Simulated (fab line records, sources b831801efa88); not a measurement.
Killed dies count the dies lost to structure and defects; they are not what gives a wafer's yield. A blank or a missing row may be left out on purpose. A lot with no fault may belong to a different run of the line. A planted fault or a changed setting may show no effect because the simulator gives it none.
Chamber matching | flow gf180mcu | rie diel-01 running GF_HV_LDD_ETCHBACK_58: 4 sister chambers
The step etches Si3N4 in CH3F/O2, stops on SiO2, time 100 s, target depth 90 nm. 4 wafers are shown with their chamber, then 7 later ones without.

## WAFERS PAIRED WITH THEIR CHAMBERS
wafer  | chamber | drypump motor current A (A)
L880.5 | 3       | 5.5
L881.2 | 0       | 5.8
L883.1 | 2       | 5.4
L883.5 | 1       | 5.1

## WAFERS WITHOUT THEIR CHAMBER
wafer  | drypump motor current A (A)
L894.1 | 5.1
L894.3 | 5.5
L894.5 | 5.5
L895.1 | 5.5
L895.5 | 5.5
L896.2 | 5.7
L896.5 | 5.8

## THE CHAMBER EACH PASSED THROUGH
wafer  | from the rows above | in truth
L894.1 | 1                   | 1
L894.3 | 3                   | 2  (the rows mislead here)
L894.5 | 3                   | 3
L895.1 | 3                   | 3
L895.5 | 3                   | 3
L896.2 | 0                   | 0
L896.5 | 0                   | 0
Placed correctly: 6 of 7. Number that these rows cannot place: 0. 1 placed wrongly.
How it was worked out, from the rows above alone: a wafer's distance from a chamber is the root of the sum, over the readings, of the square of ((its reading less the chamber's mean) divided by the reading's scatter). The wafer belongs to the nearest chamber; if the next one is less than 2 further off, it can't be placed. For every chamber, the mean is computed from those of its wafers that are shown. The scatter (one wafer shown for each chamber): square how far every hidden wafer sits from the nearest shown wafer, average those squares and take the square root.
